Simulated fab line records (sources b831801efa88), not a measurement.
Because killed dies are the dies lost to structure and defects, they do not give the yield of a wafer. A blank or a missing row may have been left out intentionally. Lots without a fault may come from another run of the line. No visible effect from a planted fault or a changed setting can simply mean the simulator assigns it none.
Lot-split experiment / flow sky130 / route with 708 steps; 5 lots, 23 wafers read

ABOUT THE SPLIT
At SKY_SD_N_IMPLANT_10, the setting energy_kev was moved away from the recipe's 20 on 7 of the 23 wafers read, by -2.8% to +2.6%. The other wafers ran this setting at the recipe's value.

The reading is taken at the split's own step.

THE READING
In nm, at SKY_SD_N_IMPLANT_10: implant.drp_nm, which is the simulator's own figure and was read by no gauge. There is no usual value for it anywhere in the file.

wafer=L074.1; tool, chamber at the split=implanter-02, 0; energy_kev as run=20.42; against the recipe=+2.1%; implant.drp_nm, nm=13.16; against lot-mates on the recipe=+0.16
wafer=L074.6; tool, chamber at the split=implanter-02, 0; energy_kev as run=20.42; against the recipe=+2.1%; implant.drp_nm, nm=13.16; against lot-mates on the recipe=+0.16
wafer=L074.2; tool, chamber at the split=implanter-02, 0; energy_kev as run=20; against the recipe=recipe; implant.drp_nm, nm=13; against lot-mates on the recipe=-
wafer=L074.3; tool, chamber at the split=implanter-02, 0; energy_kev as run=20; against the recipe=recipe; implant.drp_nm, nm=13; against lot-mates on the recipe=-
wafer=L074.5; tool, chamber at the split=implanter-02, 0; energy_kev as run=20; against the recipe=recipe; implant.drp_nm, nm=13; against lot-mates on the recipe=-
wafer=L075.1; tool, chamber at the split=implanter-04, 0; energy_kev as run=20; against the recipe=recipe; implant.drp_nm, nm=13; against lot-mates on the recipe=-
wafer=L075.3; tool, chamber at the split=implanter-04, 0; energy_kev as run=20; against the recipe=recipe; implant.drp_nm, nm=13; against lot-mates on the recipe=-
wafer=L075.4; tool, chamber at the split=implanter-04, 0; energy_kev as run=20; against the recipe=recipe; implant.drp_nm, nm=13; against lot-mates on the recipe=-
wafer=L075.5; tool, chamber at the split=implanter-04, 0; energy_kev as run=20; against the recipe=recipe; implant.drp_nm, nm=13; against lot-mates on the recipe=-
wafer=L075.6; tool, chamber at the split=implanter-04, 0; energy_kev as run=20; against the recipe=recipe; implant.drp_nm, nm=13; against lot-mates on the recipe=-
wafer=L077.1; tool, chamber at the split=implanter-03, 0; energy_kev as run=20; against the recipe=recipe; implant.drp_nm, nm=13; against lot-mates on the recipe=-
wafer=L077.5; tool, chamber at the split=implanter-03, 0; energy_kev as run=20; against the recipe=recipe; implant.drp_nm, nm=13; against lot-mates on the recipe=-
wafer=L077.2; tool, chamber at the split=implanter-03, 0; energy_kev as run=20.53; against the recipe=+2.6%; implant.drp_nm, nm=13.2; against lot-mates on the recipe=+0.20
wafer=L077.4; tool, chamber at the split=implanter-03, 0; energy_kev as run=20.53; against the recipe=+2.6%; implant.drp_nm, nm=13.2; against lot-mates on the recipe=+0.20
wafer=L077.6; tool, chamber at the split=implanter-03, 0; energy_kev as run=20.53; against the recipe=+2.6%; implant.drp_nm, nm=13.2; against lot-mates on the recipe=+0.20
wafer=L081.1; tool, chamber at the split=implanter-02, 0; energy_kev as run=20; against the recipe=recipe; implant.drp_nm, nm=13; against lot-mates on the recipe=-
wafer=L081.3; tool, chamber at the split=implanter-02, 0; energy_kev as run=20; against the recipe=recipe; implant.drp_nm, nm=13; against lot-mates on the recipe=-
wafer=L081.4; tool, chamber at the split=implanter-02, 0; energy_kev as run=20; against the recipe=recipe; implant.drp_nm, nm=13; against lot-mates on the recipe=-
wafer=L085.1; tool, chamber at the split=implanter-04, 0; energy_kev as run=20; against the recipe=recipe; implant.drp_nm, nm=13; against lot-mates on the recipe=-
wafer=L085.2; tool, chamber at the split=implanter-04, 0; energy_kev as run=20; against the recipe=recipe; implant.drp_nm, nm=13; against lot-mates on the recipe=-
wafer=L085.3; tool, chamber at the split=implanter-04, 0; energy_kev as run=20; against the recipe=recipe; implant.drp_nm, nm=13; against lot-mates on the recipe=-
wafer=L085.4; tool, chamber at the split=implanter-04, 0; energy_kev as run=19.44; against the recipe=-2.8%; implant.drp_nm, nm=12.78; against lot-mates on the recipe=-0.22
wafer=L085.5; tool, chamber at the split=implanter-04, 0; energy_kev as run=19.44; against the recipe=-2.8%; implant.drp_nm, nm=12.78; against lot-mates on the recipe=-0.22

THE FIT
A straight line over all 23 wafers: implant.drp_nm changes by +0.0768 nm for each +1% of energy_kev; r = +1.00; the points scatter about the line by 0.0018 nm.
The same after taking each lot's own level away (the mean of its wafers on the recipe; 23 wafers): +0.0768 nm for each +1%; r = +1.00; scatter 0.0018 nm.
The reading moves by 0.22 nm for the largest change in energy_kev, on that fit.
The lots' own levels span 13.000 to 13.000 nm.
Consequently the slope shifts little with the lot-to-lot level, the two slopes agreeing.
Check: -0.215 nm against its lot-mates is what the line predicts for one of the wafers moved furthest among these (-2.8%) when that wafer is left out of the fit. Against them it came out at -0.22 nm.

FURTHER SPLITS ON THESE WAFERS
These wafers also went through other splits before the reading. Each is held against what the fit with the lots' levels taken away leaves over:
other split on the same wafers=SKY_SD_P_DEVELOP_06 develop_time_s; wafers away from the commonest value=6; r with implant.drp_nm (lot level and that fit taken away)=+0.13
other split on the same wafers=SKY_SD_P_IMPLANT_09 dose_cm2; wafers away from the commonest value=12; r with implant.drp_nm (lot level and that fit taken away)=-0.30
other split on the same wafers=SKY_RES_XHIGH_IMPLANT_07 dose_cm2; wafers away from the commonest value=11; r with implant.drp_nm (lot level and that fit taken away)=+0.24
other split on the same wafers=SKY_SD_N_EXPOSE_04 dose_mj; wafers away from the commonest value=9; r with implant.drp_nm (lot level and that fit taken away)=-0.38

THE FILE'S OWN FIT
implant.drp_nm changes by +0.0784 nm for each +1% of energy_kev, r = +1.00.
